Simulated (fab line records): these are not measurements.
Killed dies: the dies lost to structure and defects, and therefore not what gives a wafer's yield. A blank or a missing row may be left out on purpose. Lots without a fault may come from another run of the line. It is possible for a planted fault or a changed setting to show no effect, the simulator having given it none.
Chamber matching | flow sky130 | SKY_METAL4_ETCH_17 on rie diel-01: 4 sister chambers
The step etches SiO2 in C4F8/O2/Ar, stops on TiN, time 3.9 s, target depth 15 nm. 14 wafers are shown with their chamber, then 7 later ones without.

== WAFERS WITH THEIR CHAMBER ==
wafer  | chamber | oes product au (a.u.)
L260.1 | 2       | 0.751
L260.4 | 0       | 0.752
L260.6 | 0       | 0.754
L263.1 | 0       | 0.764
L263.3 | 3       | 0.762
L263.6 | 1       | 0.760
L265.1 | 2       | 0.742
L265.3 | 0       | 0.746
L265.4 | 1       | 0.750
L268.1 | 1       | 0.747
L268.2 | 2       | 0.749
L268.4 | 0       | 0.751
L272.4 | 0       | 0.754
L272.5 | 0       | 0.746

SIGNATURES (means of the wafers above)
reading        | chamber 0 | chamber 1 | chamber 2 | chamber 3 | scatter within a chamber
oes product au | 0.75243   | 0.75233   | 0.74733   | 0.76200   | 0.00601
Rule: distance of a wafer from a chamber = root of the sum over the readings of ((wafer's reading minus chamber's mean) / reading's scatter) squared. The wafer belongs to the nearest chamber; if the next one is less than 2 further off, it can't be placed. How the scatter is found: for the shown wafers, subtract from each reading the mean of its chamber, square and add these, divide the total by (wafers less chambers), then take the root.

== WAFERS WITHOUT THEIR CHAMBER ==
wafer  | oes product au (a.u.)
L272.6 | 0.742
L278.3 | 0.748
L278.4 | 0.760
L278.6 | 0.753
L279.1 | 0.755
L279.2 | 0.765
L279.4 | 0.761

== WHICH CHAMBER EACH WENT THROUGH ==
wafer  | from the rows above               | in truth
L272.6 | can't be placed: 2 or 1 or 0      | 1
L278.3 | can't be placed: 2 or 1 or 0      | 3
L278.4 | can't be placed: 3 or 0 or 1 or 2 | 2
L278.6 | can't be placed: 0 or 1 or 2 or 3 | 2
L279.1 | can't be placed: 0 or 1 or 3 or 2 | 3
L279.2 | can't be placed: 3 or 0 or 1      | 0
L279.4 | can't be placed: 3 or 0 or 1      | 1
Correctly placed: 0 of 7. Can't be placed from these rows: 7 (the true chamber is among the candidates in 6). Number placed wrongly: 0.
